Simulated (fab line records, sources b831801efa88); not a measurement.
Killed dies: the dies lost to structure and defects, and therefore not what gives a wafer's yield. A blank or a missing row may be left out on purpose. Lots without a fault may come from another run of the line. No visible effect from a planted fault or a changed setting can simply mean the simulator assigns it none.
The tool behind it: which one? | flow gf180mcu | 33 wafers from 11 lots sampled at 5 of the route's 602 steps

WHAT EACH GAUGE READ, for each wafer
GF_V1_THK_MEAS_03.
lot  | measured     | on            | V1_CVD_02_THK (nm)
L635 | day 16 21:30 | film-metro-04 | 837 858 851
L636 | day 17 07:52 | film-metro-01 | 841 856 858
L637 | day 17 17:22 | film-metro-01 | 857 864 866
L638 | day 18 07:36 | film-metro-01 | 843 840 862
L642 | day 20 01:49 | film-metro-04 | 843 853 850
L644 | day 21 02:16 | film-metro-01 | 851 863 854
L645 | day 21 03:12 | film-metro-03 | 830 844 853
L646 | day 21 09:34 | film-metro-04 | 845 838 850
L647 | day 21 16:01 | film-metro-04 | 838 854 844
L652 | day 23 07:37 | film-metro-01 | 922 932 939 923 932 940
L655 | day 24 06:59 | film-metro-03 | 939 942 949 940 942 949

WHAT TOOL EACH LOT RAN ON (gives the tool, then ch and the chambers of the sampled wafers, and finally the start)
lot  | GF_CONTACT_ETCH_17                            | GF_CONTACT_SPUTTER_22        | GF_M1_SPUTTER_02             | GF_V1_CVD_02
L635 | rie-diel-04 ch 0,2,3, day 15 21:19 or earlier | pvd-sputter-02, day 15 21:19 | pvd-sputter-01, day 15 22:08 | pecvd-02 ch 0,1,2, day 16 21:26
L636 | rie-diel-01 ch 1,2, day 16 07:04 or earlier   | pvd-sputter-02, day 16 07:04 | pvd-sputter-01, day 16 07:53 | pecvd-03 ch 0,1,2, day 17 07:47
L637 | rie-diel-03 ch 1,2, day 16 16:50 or earlier   | pvd-sputter-03, day 16 16:50 | pvd-sputter-02, day 16 17:38 | pecvd-02 ch 1,2, day 17 17:17
L638 | rie-diel-04 ch 0,1, day 17 05:56 or earlier   | pvd-sputter-03, day 17 05:56 | pvd-sputter-01, day 17 06:45 | pecvd-02 ch 0,2, day 18 07:32
L642 | rie-diel-03 ch 0,1,2, day 18 23:35 or earlier | pvd-sputter-02, day 18 23:35 | pvd-sputter-03, day 19 00:23 | pecvd-02 ch 1,2, day 20 01:44
L644 | rie-diel-03 ch 1,2, day 20 00:40 or earlier   | pvd-sputter-02, day 20 00:40 | pvd-sputter-01, day 20 01:29 | pecvd-03 ch 0,1,2, day 21 02:11
L645 | rie-diel-04 ch 0,1,3, day 20 01:01 or earlier | pvd-sputter-03, day 20 01:01 | pvd-sputter-02, day 20 01:50 | pecvd-01 ch 0,1,2, day 21 03:08
L646 | rie-diel-04 ch 0,1,3, day 20 06:35 or earlier | pvd-sputter-02, day 20 06:35 | pvd-sputter-03, day 20 07:24 | pecvd-03 ch 0,1, day 21 09:29
L647 | rie-diel-01 ch 2,3, day 20 14:11 or earlier   | pvd-sputter-03, day 20 14:11 | pvd-sputter-02, day 20 15:00 | pecvd-02 ch 0,1, day 21 15:56
L652 | rie-diel-01 ch 0,2, day 22 06:46 or earlier   | pvd-sputter-03, day 22 06:46 | pvd-sputter-02, day 22 07:35 | pecvd-03 ch 1,2, day 23 07:32
L655 | rie-diel-04 ch 1,2, day 23 05:50 or earlier   | pvd-sputter-04, day 23 05:50 | pvd-sputter-03, day 23 06:39 | pecvd-03 ch 0,1, day 24 06:54
- GF_CONTACT_ETCH_17: etches SiO2 in C4F8/O2/Ar, stops on CoSi2, target depth 860 nm.
- GF_CONTACT_SPUTTER_22: material Ti, target thk 15 nm, time 80.02 s.
- GF_M1_SPUTTER_02: material AlCu, target thk 450 nm, time 23.9 s.
- GF_V1_CVD_02: deposits SiO2 from TEOS, target thk 850 nm, time 94.851 s.

THE ANSWER, worked out from the rows above alone
Rule: the usual values come from the lots themselves. The widest of any qualifying gaps counts: lots, ordered by their means at a reading, are off when they make up no more than a third of the lots, leave a main group of 4 or more, and stand apart from it by 3 or more times the standard deviation of that group's means. A main group is skipped when, at the precision printed for the reading in the tables above, its means are all equal. Also off: a lot with no number at a reading for which 4 or more lots have one. Any other lot the step has rows for is counted as sound.
Off: at GF_V1_THK_MEAS_03 (V1_CVD_02_THK), L652, L655. For the main group the mean is 850 nm and the standard deviation 5.9.
A tool fits if, at a process step before that reading, it ran every lot that is off, and no sound lot after the first of them. Gauges at GF_V1_THK_MEAS_03: tried the same way as those tools. GF_CONTACT_ETCH_17 gives no start for some lots, so the hours and the order of its lots are those of GF_CONTACT_SPUTTER_22. One fits: GF_V1_CVD_02 on pecvd-03. Its last sound lot is L646 (day 21 09:29), its first lot that is off L652 (day 23 07:32): a fault that began between those two fits.

WHAT THE SIMULATOR HAD PUT IN
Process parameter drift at GF_V1_CVD_02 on pecvd-03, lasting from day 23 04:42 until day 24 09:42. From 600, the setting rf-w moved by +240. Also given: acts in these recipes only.
Struck lots among those shown: L652, L655. The same result came from the rule above.
